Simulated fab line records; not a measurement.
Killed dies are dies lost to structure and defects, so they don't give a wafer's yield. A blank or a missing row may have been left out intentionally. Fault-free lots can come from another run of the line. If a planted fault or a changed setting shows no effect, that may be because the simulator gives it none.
Chamber matching    flow sky130    SKY_VIA1_CMP_02 on cmp-02: 4 sister chambers
The step polishes SiO2. 4 wafers are shown with their chamber, then 8 later ones without.

WAFERS PAIRED WITH THEIR CHAMBERS
wafer   chamber  motor-current-A (A)
L078.5  2        10.7
L087.3  0        9.3
L087.5  3        12.7
L093.2  1        10.7

WAFERS WHOSE CHAMBER IS MISSING
wafer   motor-current-A (A)
L093.3  13.4
L093.5  9.9
L095.1  9.7
L095.2  10.9
L095.5  10.9
L096.3  13.6
L096.4  10.2
L096.5  11.0

EACH ONE'S CHAMBER
wafer   from the rows above           in truth
L093.3  3                             3
L093.5  can't be placed: 0 or 1 or 2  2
L095.1  can't be placed: 0 or 1 or 2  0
L095.2  can't be placed: 1 or 2       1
L095.5  can't be placed: 1 or 2       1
L096.3  3                             3
L096.4  can't be placed: 1 or 2 or 0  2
L096.5  can't be placed: 1 or 2       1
Placed correctly: 2 of 8. Cannot be placed on the basis of these rows: 6; the candidates contain the true chamber in 6. 0 placed wrongly.
How it was worked out, from the rows above alone: a wafer's distance from a chamber is the root of the sum, over the readings, of the square of ((its reading less the chamber's mean) divided by the reading's scatter). The wafer belongs to the nearest chamber; if the next one is less than 2 further off, it can't be placed. For every chamber, the mean is computed from those of its wafers that are shown. The scatter: with one shown wafer a chamber, the root of the mean of the squares of how far each hidden wafer lies from its nearest shown one.
